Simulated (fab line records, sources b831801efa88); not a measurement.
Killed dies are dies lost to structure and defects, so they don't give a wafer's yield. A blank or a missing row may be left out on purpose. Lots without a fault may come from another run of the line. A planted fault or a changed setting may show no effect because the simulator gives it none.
A struck lot beside a sound one | flow sky130 | 17 steps out of a route of 708
Sound: wafers L444.1, L444.2, L444.5. Struck: wafer L447.3. (L447.4, L447.5 of the same lot were not struck and are left out.) The cause comes at the end.
At each step with rows: each side's tool, then ch and its chambers, then its first start. Under that, the readings that differ: sound wafers | struck wafers | difference of the means | sigmas: that difference in standard deviations of wafers without a fault.
alike: readings whose means differ by less than 2 such deviations, and words and numbers that are the same on both sides. not compared: withheld readings, readings that some wafer has no value for, bounds like >300 that may hide the same value, and numbers for which the record gives no deviation and whose values overlap.
The two part at a step that has a row with sigmas, a row that says differs or no value, or rows on one side only. Numbers that don't overlap but have no deviation are shown without sigmas and don't part them. A reading that every wafer of one side lacks parts them only if that side has two wafers or more.

first, 3 steps without rows for these wafers: SKY_VIA1_EXPOSE_09 (exposes mask VIM, target cd 150 nm); SKY_VIA1_PEB_10; SKY_VIA1_DEVELOP_11 (develop time 60 s).
SKY_VIA1_CD_MEAS_12: target cd 150 nm.
  sound on cd_sem-02, day 34 17:35; struck on cd_sem-02, day 35 17:10
  reading    | sound             | struck | difference | sigmas
  cd_nm (nm) | 150.7 150.4 150.5 | 147.2  | -3.3       | -2
SKY_VIA1_OVL_MEAS_13:
  sound on overlay-02, day 34 17:42; struck on overlay-01, day 35 17:16
  alike: VIA1_OVL
SKY_VIA1_ETCH_14: etches BARC in N2/H2, stops on SiO2, time 45.9 s, target depth 60 nm.
  sound on rie_diel-03 ch 0,3, day 34 17:44; struck on rie_diel-03 ch 0, day 35 17:17
  alike: bias_w, drypump_motor_current_A, oes_product_au, throttle_valve_pct
  not compared: rf_hours_counter_h
SKY_VIA1_ETCH_15: etches SiO2 in C4F8/O2/Ar, stops on TiN, target depth 351 nm, time 54 s.
  sound on rie_diel-03 ch 0,3, day 34 17:47; struck on rie_diel-03 ch 0, day 35 17:20
  alike: bias_w, oes_product_au
  not compared: rf_hours_counter_h
SKY_VIA1_STRIP_16: strips in O2/N2.
  sound on plasma_asher-03 ch 0,1, day 34 17:50; struck on plasma_asher-03 ch 1, day 35 17:25
  alike: drypump_motor_current_A, oes_product_au, strip_time_to_endpoint_s
  not compared: rf_hours_counter_h
then, 3 steps without rows for these wafers: SKY_VIA1_STRIP_17 (strips in post etch residue remover, time 1200 s); SKY_VIA1_CLEAN_18 (cleans in IPA, time 180 s); SKY_VIA1_CLEAN_19 (cleans in O3/DIW).
SKY_VIA1_SPUTTER_20: material TiN, target thk 20 nm, time 80 s.
  sound on pvd_sputter-04, day 34 18:26; struck on pvd_sputter-04, day 35 17:58
  alike: cathode_dc_power_W, chamber_pressure_pa, throttle_valve_pct
SKY_VIA1_CVD_21: deposits W, target thk 270 nm, time 80.902 s.
  sound on cvd_w-01 ch 0,1, day 34 18:29; struck on cvd_w-01 ch 1, day 35 18:04
  reading                            | sound             | struck | difference | sigmas
  model.W_of_VIA1_CVD_21.thk_nm (nm) | 268.6 267.9 267.8 | 247.9  | -20.2      |
  alike: heater_power_w, susceptor_temp_C
  not compared: since_wet_clean_h
SKY_VIA1_RS_MEAS_22: measures by four-point-probe.
  sound on film_metro-04, day 34 18:35; struck on film_metro-04, day 35 18:10
  reading            | sound             | struck | difference | sigmas
  VIA1_W_RS (ohm/sq) | 0.428 0.429 0.430 | 0.465  | +0.036     | +8
SKY_VIA1_THK_MEAS_23: measures by xrf.
  sound on film_metro-04, day 34 18:42; struck on film_metro-04, day 35 18:16
  reading         | sound       | struck | difference | sigmas
  VIA1_W_THK (nm) | 281 282 279 | 258    | -23        | -6
SKY_VIA1_CMP_24: polishes, stops on SiO2, t overpolish 15 s, target thk 0 nm.
  sound on cmp-01 ch 1,2, day 34 18:46; struck on cmp-01 ch 0, day 35 18:18
  alike: motor_current_A
-- the record jumps here: 11 days lie between the struck wafers' starts before and after (it left off in module VIA1 and takes up again in module PAD_OPEN, whose first step shown is number 708 of the route) --
SKY_PAD_OPEN_PROBE_99:
  sound on prober-02, day 46 06:52; struck on prober-01, day 47 01:44
  reading                 | sound          | struck | difference | sigmas
  killed_at_other         | 0 0 0          | 2      | +2         | +3
  killed_on_rim           | 18 11 17       | 6      | -9         | -2
  sort_bin_5_function (%) | 11.4 10.0 10.6 | 6.5    | -4.2       | -3
  alike: defect_limited_yield, killed_at_M0_to_M3, killed_at_M4_up, killed_at_contacts, killed_at_front_end, killed_dies, killed_open, killed_short, sort_bin_3_pad_short, sort_bin_6_memory, sort_n_pass, sort_yield_pct

WHERE THEY PART
First at SKY_VIA1_CD_MEAS_12; last, within this record, at SKY_PAD_OPEN_PROBE_99.

WHY: what the simulator had put in
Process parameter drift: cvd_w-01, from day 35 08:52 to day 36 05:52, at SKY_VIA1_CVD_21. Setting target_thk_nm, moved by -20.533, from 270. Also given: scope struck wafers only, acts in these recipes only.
